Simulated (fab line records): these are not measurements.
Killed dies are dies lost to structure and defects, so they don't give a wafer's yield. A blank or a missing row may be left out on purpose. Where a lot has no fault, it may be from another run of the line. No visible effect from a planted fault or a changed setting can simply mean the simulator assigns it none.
Which tool is to blame? -- flow sky130 -- 13 lots with 39 wafers sampled at 3 steps, on a route of 708 steps

## WHAT THE GAUGES READ, wafer by wafer
The record lacks any reading of a measuring or inspecting step that a usual standard deviation could be used to judge.

## TOOL THAT RAN EACH LOT (tool first, then ch and the chambers of the sampled wafers, then the start)
lot,SKY_METAL3_METAL_ETCH_18,SKY_METAL3_STRIP_19,SKY_PAD_OPEN_PROBE_99
L381,"rie metal-04 ch 0,1, day 38 05:02","plasma asher-02 ch 0,1, day 38 05:12","prober-02, day 45 16:05"
L383,"rie metal-03 ch 0,1, day 38 11:16","plasma asher-02 ch 0,1, day 38 11:26","prober-02, day 45 20:10"
L384,"rie metal-01 ch 0,1, day 39 01:34","plasma asher-01 ch 0,1, day 39 01:45","prober-01, day 46 07:59"
L390,"rie metal-03 ch 0,1, day 40 23:41","plasma asher-01 ch 0,1, day 40 23:50","prober-01, day 47 19:52"
L394,"rie metal-01 ch 0,1, day 41 21:58","plasma asher-01 ch 0,1, day 41 22:07","prober-01, day 48 12:30"
L395,"rie metal-04 ch 0, day 42 03:25","plasma asher-01 ch 0,1, day 42 03:47","prober-02, day 48 15:36"
L396,"rie metal-04 ch 0,1, day 42 13:19","plasma asher-04 ch 0,1, day 42 13:30","prober-02, day 49 00:11"
L397,"rie metal-01 ch 0,1, day 43 02:04","plasma asher-04 ch 0,1, day 43 02:14","prober-01, day 49 08:28"
L401,"rie metal-01 ch 0,1, day 44 03:01","plasma asher-01 ch 0,1, day 44 03:11","prober-02, day 50 04:17"
L400,"rie metal-03 ch 0,1, day 44 06:38","plasma asher-04 ch 0,1, day 44 06:48","prober-01, day 50 06:36"
L402,"rie metal-01 ch 0,1, day 44 12:44","plasma asher-01 ch 1, day 44 12:54","prober-02, day 50 10:39"
L403,"rie metal-04 ch 0,1, day 44 13:52","plasma asher-04 ch 0,1, day 44 14:02","prober-01, day 50 12:09"
L404,"rie metal-04 ch 0,1, day 44 18:13","plasma asher-02 ch 0,1, day 44 18:23","prober-02, day 50 15:36"
- SKY_METAL3_METAL_ETCH_18: etches the open film in Cl2/BCl3, stops on SiO2, target depth 845 nm, time 183.1 s.
- SKY_METAL3_STRIP_19: strips in O2/N2.
- SKY_PAD_OPEN_PROBE_99

## WHAT THE TOOLS THEMSELVES READ (means of the sampled wafers that have a number; where no wafer has one, the mark that the record gives instead)
SKY_METAL3_METAL_ETCH_18. Usual: drypump motor current A 5.7 A, standard deviation 0.47; he backside leak sccm 3.3 sccm, standard deviation 0.32; oes product au 0.867 a.u., standard deviation 0.0067; throttle valve pct 22.263 %, standard deviation 0.0084.
lot,tool,drypump motor current A (A),he backside leak sccm (sccm),oes product au (a.u.),throttle valve pct (%),flag
L381,rie metal-04,5.3,3.1,0.869,22.264,
L383,rie metal-03,6.1,3.3,0.870,22.264,
L384,rie metal-01,6.2,3.3,0.871,22.259,
L390,rie metal-03,6.0,3.3,0.867,22.256,
L394,rie metal-01,6.2,4.0,0.867,22.266,
L395,rie metal-04,5.5,3.2,0.877,22.270,
L396,rie metal-04,5.2,3.1,0.867,22.261,
L397,rie metal-01,6.0,3.5,0.862,22.259,
L401,rie metal-01,6.0,3.4,0.863,22.262,
L400,rie metal-03,5.7,3.6,0.857,22.264,
L402,rie metal-01,6.3,3.3,0.865,22.265,
L403,rie metal-04,5.2,3.1,0.872,22.257,
L404,rie metal-04,5.3,3.2,0.858,22.259,

SKY_METAL3_STRIP_19. Usual: drypump motor current A 5.7 A, standard deviation 0.61; n2 flow sccm 300.0 sccm, standard deviation 0.92; oes product au 0.500 a.u., standard deviation 0.0055; strip time to endpoint s 6.49 s, standard deviation 0.083.
lot,tool,drypump motor current A (A),n2 flow sccm (sccm),oes product au (a.u.),strip time to endpoint s (s),flag
L381,plasma asher-02,5.7,299.0,0.503,6.45,
L383,plasma asher-02,5.9,300.5,0.501,6.44,
L384,plasma asher-01,5.5,300.0,0.501,6.50,
L390,plasma asher-01,5.5,299.8,0.522,6.99,OFF
L394,plasma asher-01,5.9,299.5,0.492,6.36,
L395,plasma asher-01,5.5,300.7,0.501,6.54,
L396,plasma asher-04,5.8,300.1,0.507,6.56,
L397,plasma asher-04,5.8,300.4,0.498,6.45,
L401,plasma asher-01,5.9,299.6,0.498,6.48,
L400,plasma asher-04,5.5,300.5,0.497,6.41,
L402,plasma asher-01,5.0,299.2,0.495,6.38,
L403,plasma asher-04,5.5,301.0,0.501,6.57,
L404,plasma asher-02,5.9,300.8,0.505,6.54,

SKY_PAD_OPEN_PROBE_99. Usual: defect limited yield 82.5 %, standard deviation 1.9; killed_at_M0_to_M3 42, standard deviation 7.4; killed_at_M4_up 3.4, standard deviation 1.8; killed at contacts 25, standard deviation 5.4; killed at front end 15, standard deviation 4.4; killed at other 0.2, standard deviation 0.52; killed dies 86, standard deviation 9.3; killed on rim 17, standard deviation 3.9; killed open 47, standard deviation 7.6; killed short 39, standard deviation 6.5; sort_bin_3_pad_short 0.9 %, standard deviation 0.46; sort_bin_5_function 10.3 %, standard deviation 1.5; sort_bin_6_memory 6.3 %, standard deviation 1.2; sort n pass 406, standard deviation 9.3; sort yield pct 82.5 %, standard deviation 1.9.
lot,tool,defect limited yield (%),killed_at_M0_to_M3,killed_at_M4_up,killed at contacts,killed at front end,killed at other,killed dies,killed on rim,killed open,killed short,sort_bin_3_pad_short (%),sort_bin_5_function (%),sort_bin_6_memory (%),sort n pass,sort yield pct (%),flag
L381,prober-02,81.0,54,2.0,23,14,0.0,93,20,49,44,1.3,10.8,6.8,399,81.0,
L383,prober-02,83.2,43,3.7,24,11,0.3,82,18,47,36,0.5,9.5,6.8,410,83.2,
L384,prober-01,84.0,41,5.3,21,12,0.3,79,17,41,38,0.7,9.1,6.2,413,84.0,
L390,prober-01,59.1,166,2.3,20,12,0.7,201,34,43,41,0.3,34.1,6.4,291,59.1,OFF
L394,prober-01,80.2,51,4.0,24,19,0.3,97,19,53,45,1.1,12.3,6.4,395,80.2,
L395,prober-02,84.1,38,1.3,25,14,0.0,78,16,44,35,0.7,8.2,7.0,414,84.1,
L396,prober-02,84.2,34,3.3,23,17,0.0,78,17,42,36,0.7,10.3,4.8,414,84.2,
L397,prober-01,82.8,41,3.3,22,17,0.3,84,16,45,39,0.8,9.1,7.2,408,82.8,
L401,prober-02,84.2,36,2.7,27,12,0.3,78,17,42,36,0.5,9.4,5.8,414,84.2,
L400,prober-01,83.2,37,3.0,27,15,0.7,83,14,41,41,1.1,9.8,5.9,409,83.2,
L402,prober-02,84.4,38,2.3,22,14,1.0,77,14,42,35,0.7,8.5,6.3,415,84.4,
L403,prober-01,82.0,41,1.3,29,17,0.0,88,22,43,45,0.8,10.8,6.4,404,82.0,
L404,prober-02,82.2,46,2.0,22,17,0.3,88,17,48,40,1.0,10.5,6.4,404,82.2,

## THE ANSWER, worked out from the rows above alone
Rule: take the mean of a lot's wafers that have a number; if it is more than 3 standard deviations from the usual mean, the lot is off. A lot without any number at a reading at which 4 lots or more have one is off too. The other lots that the step has rows for count as sound. First the gauges in route order, then the tools' own readings, where a lot's mean is used as printed above. The first step at which some lot is off is used, and at that step the reading that is off furthest; a lot without a number counts as furthest.
Off: L390 (SKY_METAL3_STRIP_19, strip time to endpoint s).
A tool fits if, at that step or a process step before it, it ran every lot that is off, and no sound lot after the first of them. No candidate that was tried fits.

## WHAT THE SIMULATOR HAD INSERTED
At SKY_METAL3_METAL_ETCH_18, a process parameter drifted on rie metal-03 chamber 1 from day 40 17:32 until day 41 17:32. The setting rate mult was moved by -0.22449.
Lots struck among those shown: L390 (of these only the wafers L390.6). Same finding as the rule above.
